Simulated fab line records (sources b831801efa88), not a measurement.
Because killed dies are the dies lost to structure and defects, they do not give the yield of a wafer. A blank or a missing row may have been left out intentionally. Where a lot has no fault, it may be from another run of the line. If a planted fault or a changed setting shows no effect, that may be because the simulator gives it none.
The tool behind it: which one? | flow sfq_line | 15 lots with 45 wafers sampled at 6 steps, on a route of 325 steps

== WHAT EACH GAUGE READ, for each wafer ==
The record holds no reading of a measuring or inspecting step that can be judged against a usual standard deviation.

== WHICH TOOL RAN EACH LOT (tool, then ch and the chambers of the sampled wafers, then the start) ==
lot  | SFQ_TRILAYER_R5_DEP_SPUTTER_134 | SFQ_TRILAYER_I5_BARC_OPEN_VIA_ETCH_200 | SFQ_TRILAYER_I6_VIA_BARC_OPEN_VIA_ETCH_235 | SFQ_TRILAYER_I6_VIA_ETCH_VIA_ETCH_172 | SFQ_TRILAYER_I6_VIA_STRIP_STRIP_173 | SFQ_TRILAYER_M7_LITHO_EXPOSE_178
L380 | pvd_sputter-06, day 58 09:17    | rie_diel-02 ch 2,3, day 58 18:01       | rie_diel-04 ch 1,2, day 68 14:28           | rie_diel-04 ch 1,2, day 68 14:30      | rie_metal-04 ch 0,1, day 68 14:37   | krf_scanner-02 ch 0, day 69 12:03
L382 | pvd_sputter-06, day 58 14:56    | rie_diel-01 ch 1,2,3, day 59 00:01     | rie_diel-01 ch 0,1,2, day 68 20:28         | rie_diel-01 ch 0,1,2, day 68 20:30    | rie_metal-04 ch 0,1, day 68 20:37   | krf_scanner-02 ch 0, day 69 21:27
L383 | pvd_sputter-06, day 58 17:56    | rie_diel-03 ch 0,1,3, day 59 02:25     | rie_diel-02 ch 1,2,3, day 69 04:52         | rie_diel-02 ch 1,2,3, day 69 04:54    | rie_metal-04 ch 0,1, day 69 05:01   | krf_scanner-02 ch 0, day 70 03:27
L384 | pvd_sputter-04, day 59 17:09    | rie_diel-02 ch 2,3, day 59 23:40       | rie_diel-02 ch 0,2,3, day 69 18:04         | rie_diel-02 ch 0,2,3, day 69 18:06    | rie_metal-03 ch 0,1, day 69 18:13   | krf_scanner-02 ch 0, day 70 19:03
L385 | pvd_sputter-03, day 62 01:28    | rie_diel-03 ch 0,1,3, day 67 22:08     | rie_diel-01 ch 0,3, day 72 19:22           | rie_diel-01 ch 0,3, day 72 19:24      | rie_metal-03 ch 0,1, day 72 19:31   | krf_scanner-02 ch 0, day 72 21:20
L386 | pvd_sputter-03, day 62 07:28    | rie_diel-01 ch 0,1, day 67 23:20       | rie_diel-04 ch 0,1,2, day 72 21:02         | rie_diel-04 ch 0,1,2, day 72 21:04    | rie_metal-01 ch 0,1, day 72 21:11   | krf_scanner-02 ch 0, day 72 23:44
L389 | pvd_sputter-06, day 63 04:28    | rie_diel-03 ch 1,2,3, day 68 15:02     | rie_diel-04 ch 0,1,2, day 73 14:58         | rie_diel-04 ch 0,1,2, day 73 15:01    | rie_metal-03 ch 0,1, day 73 15:07   | krf_scanner-02 ch 0, day 73 20:38
L394 | pvd_sputter-03, day 64 02:47    | rie_diel-01 ch 0,1,3, day 69 18:11     | rie_diel-04 ch 1,3, day 76 15:12           | rie_diel-04 ch 1,3, day 76 15:14      | rie_metal-01 ch 0,1, day 76 15:33   | krf_scanner-02, day 76 17:34
L395 | pvd_sputter-06, day 64 14:43    | rie_diel-01 ch 0,2,3, day 70 08:35     | rie_diel-04 ch 0,3, day 77 12:56           | rie_diel-04 ch 0,3, day 77 12:59      | rie_metal-01 ch 0,1, day 77 13:06   | krf_scanner-01, day 77 15:15
L396 | pvd_sputter-03, day 64 23:43    | rie_diel-01 ch 0,2,3, day 70 16:59     | rie_diel-02 ch 1,2, day 78 10:40           | rie_diel-02 ch 1,2, day 78 10:43      | rie_metal-03 ch 0,1, day 78 10:49   | krf_scanner-01, day 78 13:41
L397 | pvd_sputter-04, day 65 05:58    | rie_diel-02 ch 0,1, day 71 00:11       | rie_diel-04 ch 1,2,3, day 79 11:59         | rie_diel-04 ch 1,2,3, day 79 12:02    | rie_metal-01 ch 1, day 79 12:44     | krf_scanner-02 ch 0, day 79 15:17
L398 | pvd_sputter-04, day 65 16:16    | rie_diel-01 ch 0,1, day 71 02:35       | rie_diel-04 ch 0,2,3, day 79 15:35         | rie_diel-04 ch 0,2,3, day 79 15:38    | rie_metal-03 ch 0,1, day 79 15:44   | krf_scanner-02 ch 0, day 79 17:34
L399 | pvd_sputter-06, day 66 00:13    | rie_diel-03 ch 0,3, day 71 09:35       | rie_diel-01 ch 0,1,2, day 79 17:59         | rie_diel-01 ch 0,1,2, day 79 18:02    | rie_metal-01 ch 1, day 79 18:20     | krf_scanner-02 ch 0, day 79 20:46
L400 | pvd_sputter-03, day 66 03:13    | rie_diel-01 ch 0,2, day 71 12:01       | rie_diel-02 ch 1,2,3, day 79 20:23         | rie_diel-02 ch 1,2,3, day 79 20:26    | rie_metal-04 ch 0,1, day 79 20:44   | krf_scanner-02 ch 0, day 79 22:46
L401 | pvd_sputter-06, day 66 04:16    | rie_diel-03 ch 2,3, day 71 15:35       | rie_diel-04 ch 0,2,3, day 79 21:35         | rie_diel-04 ch 0,2,3, day 79 21:38    | rie_metal-03 ch 0,1, day 79 21:44   | krf_scanner-02 ch 0, day 80 01:58
- SFQ_TRILAYER_R5_DEP_SPUTTER_134: material Ti, target thk 5 nm, time 5 s.
- SFQ_TRILAYER_I5_BARC_OPEN_VIA_ETCH_200: etches BARC in O2, target depth 125 nm, time 41.7 s.
- SFQ_TRILAYER_I6_VIA_BARC_OPEN_VIA_ETCH_235: etches BARC in O2, target depth 125 nm, time 41.7 s.
- SFQ_TRILAYER_I6_VIA_ETCH_VIA_ETCH_172: etches SiO2 in CHF3, stops on Nb, target depth 260 nm.
- SFQ_TRILAYER_I6_VIA_STRIP_STRIP_173: strips in O2.
- SFQ_TRILAYER_M7_LITHO_EXPOSE_178: exposes mask M7, target cd 500 nm.

== WHAT THE TOOLS THEMSELVES READ (means of the sampled wafers that have a number; where no wafer has one, the mark that the record gives instead) ==
SFQ_TRILAYER_R5_DEP_SPUTTER_134. Usual: 29.7 % for throttle_valve_pct, sd 0.85.
lot  | tool           | throttle_valve_pct (%) | flag
L380 | pvd_sputter-06 | 29.4                   |
L382 | pvd_sputter-06 | 29.4                   |
L383 | pvd_sputter-06 | 29.6                   |
L384 | pvd_sputter-04 | 30.3                   |
L385 | pvd_sputter-03 | 29.7                   |
L386 | pvd_sputter-03 | 30.4                   |
L389 | pvd_sputter-06 | 29.5                   |
L394 | pvd_sputter-03 | 30.1                   |
L395 | pvd_sputter-06 | 29.7                   |
L396 | pvd_sputter-03 | 29.6                   |
L397 | pvd_sputter-04 | 29.1                   |
L398 | pvd_sputter-04 | 29.4                   |
L399 | pvd_sputter-06 | 29.7                   |
L400 | pvd_sputter-03 | 29.4                   |
L401 | pvd_sputter-06 | 29.4                   |

SFQ_TRILAYER_I5_BARC_OPEN_VIA_ETCH_200. Usual: bias_w 80.02 W, standard deviation 0.24; chamber_pressure_mTorr 30.00 mTorr, standard deviation 0.031; drypump_motor_current_A 5.7 A, standard deviation 0.34; oes_product_au 0.685 a.u., standard deviation 0.0043.
lot  | tool        | bias_w (W) | chamber_pressure_mTorr (mTorr) | drypump_motor_current_A (A) | oes_product_au (a.u.) | flag
L380 | rie_diel-02 | 80.12      | 30.01                          | 5.5                         | 0.680                 |
L382 | rie_diel-01 | 80.12      | 29.98                          | 5.5                         | 0.682                 |
L383 | rie_diel-03 | 80.11      | 30.00                          | 5.9                         | 0.685                 |
L384 | rie_diel-02 | 79.99      | 30.02                          | 5.4                         | 0.690                 |
L385 | rie_diel-03 | 79.87      | 29.98                          | 5.9                         | 0.683                 |
L386 | rie_diel-01 | 80.06      | 29.99                          | 5.8                         | 0.687                 |
L389 | rie_diel-03 | 80.04      | 30.01                          | 5.6                         | 0.690                 |
L394 | rie_diel-01 | 80.01      | 30.00                          | 5.6                         | 0.687                 |
L395 | rie_diel-01 | 79.80      | 30.03                          | 5.5                         | 0.683                 |
L396 | rie_diel-01 | 80.04      | 29.97                          | 5.6                         | 0.680                 |
L397 | rie_diel-02 | 80.04      | 29.97                          | 6.0                         | 0.682                 |
L398 | rie_diel-01 | 80.20      | 29.98                          | 5.8                         | 0.684                 |
L399 | rie_diel-03 | 80.25      | 29.95                          | 5.9                         | 0.685                 |
L400 | rie_diel-01 | 80.02      | 30.01                          | 5.8                         | 0.684                 |
L401 | rie_diel-03 | 79.99      | 30.01                          | 5.5                         | 0.685                 |

SFQ_TRILAYER_I6_VIA_BARC_OPEN_VIA_ETCH_235. Usual: bias_w 80.00 W, standard deviation 0.25; chamber_pressure_mTorr 29.994 mTorr, standard deviation 0.028; drypump_motor_current_A 5.6 A, standard deviation 0.44; oes_product_au 0.685 a.u., standard deviation 0.0042.
lot  | tool        | bias_w (W) | chamber_pressure_mTorr (mTorr) | drypump_motor_current_A (A) | oes_product_au (a.u.) | flag
L380 | rie_diel-04 | 80.22      | 29.960                         | 5.0                         | 0.687                 |
L382 | rie_diel-01 | 80.00      | 30.019                         | 5.8                         | 0.682                 |
L383 | rie_diel-02 | 80.11      | 30.006                         | 5.3                         | 0.688                 |
L384 | rie_diel-02 | 80.16      | 30.005                         | 5.7                         | 0.685                 |
L385 | rie_diel-01 | 80.23      | 29.997                         | 5.6                         | 0.685                 |
L386 | rie_diel-04 | 79.91      | 29.996                         | 5.5                         | 0.683                 |
L389 | rie_diel-04 | 79.95      | 30.032                         | 5.5                         | 0.688                 |
L394 | rie_diel-04 | -          | -                              | -                           | -                     | OFF
L395 | rie_diel-04 | -          | -                              | -                           | -                     | OFF
L396 | rie_diel-02 | -          | -                              | -                           | -                     | OFF
L397 | rie_diel-04 | 79.85      | 30.012                         | 5.3                         | 0.685                 |
L398 | rie_diel-04 | 80.15      | 29.996                         | 5.8                         | 0.682                 |
L399 | rie_diel-01 | 80.10      | 29.979                         | 5.8                         | 0.687                 |
L400 | rie_diel-02 | 80.10      | 30.011                         | 5.3                         | 0.683                 |
L401 | rie_diel-04 | 80.10      | 30.016                         | 5.8                         | 0.688                 |

SFQ_TRILAYER_I6_VIA_ETCH_VIA_ETCH_172. Usual: bias_w 80.01 W, standard deviation 0.27; chamber_pressure_mTorr 30.000 mTorr, standard deviation 0.025; drypump_motor_current_A 5.6 A, standard deviation 0.44; oes_product_au 0.854 a.u., standard deviation 0.0054.
lot  | tool        | bias_w (W) | chamber_pressure_mTorr (mTorr) | drypump_motor_current_A (A) | oes_product_au (a.u.) | flag
L380 | rie_diel-04 | 79.83      | 29.988                         | 5.1                         | 0.850                 |
L382 | rie_diel-01 | 79.99      | 30.000                         | 5.8                         | 0.857                 |
L383 | rie_diel-02 | 80.17      | 30.005                         | 5.3                         | 0.849                 |
L384 | rie_diel-02 | 80.00      | 30.001                         | 5.8                         | 0.853                 |
L385 | rie_diel-01 | 79.85      | 30.023                         | 5.6                         | 0.850                 |
L386 | rie_diel-04 | 79.95      | 29.985                         | 5.5                         | 0.854                 |
L389 | rie_diel-04 | 80.01      | 29.978                         | 5.5                         | 0.855                 |
L394 | rie_diel-04 | 80.15      | 29.997                         | 5.3                         | 0.376                 | OFF
L395 | rie_diel-04 | 79.76      | 29.985                         | 5.8                         | 0.375                 | OFF
L396 | rie_diel-02 | 80.09      | 30.000                         | 5.4                         | 0.374                 | OFF
L397 | rie_diel-04 | 79.95      | 30.017                         | 5.3                         | 0.855                 |
L398 | rie_diel-04 | 79.89      | 30.025                         | 5.8                         | 0.845                 |
L399 | rie_diel-01 | 80.09      | 30.005                         | 5.8                         | 0.851                 |
L400 | rie_diel-02 | 80.16      | 29.969                         | 5.3                         | 0.856                 |
L401 | rie_diel-04 | 80.16      | 30.004                         | 5.7                         | 0.851                 |

SFQ_TRILAYER_I6_VIA_STRIP_STRIP_173. Usual: chamber_pressure_mTorr 50.00 mTorr, standard deviation 0.048; drypump_motor_current_A 5.6 A, standard deviation 0.39; he_backside_leak_sccm 3.55 sccm, standard deviation 0.19; oes_product_au 1.000 a.u., standard deviation 0.0083.
lot  | tool         | chamber_pressure_mTorr (mTorr) | drypump_motor_current_A (A) | he_backside_leak_sccm (sccm) | oes_product_au (a.u.) | flag
L380 | rie_metal-04 | 50.04                          | 5.6                         | 3.45                         | 1.004                 |
L382 | rie_metal-04 | 50.05                          | 5.6                         | 3.52                         | 1.003                 |
L383 | rie_metal-04 | 50.00                          | 5.9                         | 3.45                         | 0.991                 |
L384 | rie_metal-03 | 50.02                          | 5.3                         | 3.41                         | 1.009                 |
L385 | rie_metal-03 | 50.01                          | 5.7                         | 3.57                         | 1.003                 |
L386 | rie_metal-01 | 50.02                          | 5.6                         | 3.58                         | 0.996                 |
L389 | rie_metal-03 | 49.99                          | 5.3                         | 3.50                         | 0.993                 |
L394 | rie_metal-01 | 50.04                          | 5.4                         | 3.69                         | 1.002                 |
L395 | rie_metal-01 | 50.00                          | 5.6                         | 3.73                         | 1.000                 |
L396 | rie_metal-03 | 50.03                          | 5.6                         | 3.54                         | 0.994                 |
L397 | rie_metal-01 | 50.07                          | 5.7                         | 3.61                         | 0.998                 |
L398 | rie_metal-03 | 49.99                          | 5.3                         | 3.64                         | 1.003                 |
L399 | rie_metal-01 | 50.06                          | 5.7                         | 3.72                         | 0.998                 |
L400 | rie_metal-04 | 49.97                          | 5.6                         | 3.60                         | 1.013                 |
L401 | rie_metal-03 | 50.02                          | 5.6                         | 3.64                         | 0.997                 |

SFQ_TRILAYER_M7_LITHO_EXPOSE_178. Usual: exposure_dose_mJ_cm2 14.398, standard deviation 0.014; focus_offset_nm 0.0 nm, standard deviation 0.59.
lot  | tool           | exposure_dose_mJ_cm2 | focus_offset_nm (nm) | flag
L380 | krf_scanner-02 | 14.416               | -0.3                 |
L382 | krf_scanner-02 | 14.395               | -0.1                 |
L383 | krf_scanner-02 | 14.402               | 0.0                  |
L384 | krf_scanner-02 | 14.409               | -0.2                 |
L385 | krf_scanner-02 | 14.388               | -0.4                 |
L386 | krf_scanner-02 | 14.396               | 0.1                  |
L389 | krf_scanner-02 | 14.396               | 0.0                  |
L394 | krf_scanner-02 | -                    | -                    | OFF
L395 | krf_scanner-01 | -                    | -                    | OFF
L396 | krf_scanner-01 | -                    | -                    | OFF
L397 | krf_scanner-02 | 14.418               | 0.5                  |
L398 | krf_scanner-02 | 14.395               | -0.4                 |
L399 | krf_scanner-02 | 14.401               | -0.4                 |
L400 | krf_scanner-02 | 14.394               | -0.6                 |
L401 | krf_scanner-02 | 14.408               | -0.9                 |

== THE ANSWER, worked out from the rows above alone ==
Rule: lot off if the mean of its wafers having a number is beyond 3 standard deviations from the usual mean. Also off: a lot with no number at a reading for which 4 or more lots have one. The other lots that the step has rows for count as sound. After the gauges, taken in route order, come the tools' own readings; for these a lot's mean is taken, as printed above. At the first step where some lot is off, the reading lying furthest off is the one used; lots without a number count as furthest.
Off, at SFQ_TRILAYER_I6_VIA_BARC_OPEN_VIA_ETCH_235 on bias_w: L394, L395, L396. Without a number there: L394, L395, L396.
A tool fits if, at that step or a process step before it, it ran every lot that is off, and no sound lot after the first of them. Of those tried, none fits.

== WHAT THE SIMULATOR PUT IN ==
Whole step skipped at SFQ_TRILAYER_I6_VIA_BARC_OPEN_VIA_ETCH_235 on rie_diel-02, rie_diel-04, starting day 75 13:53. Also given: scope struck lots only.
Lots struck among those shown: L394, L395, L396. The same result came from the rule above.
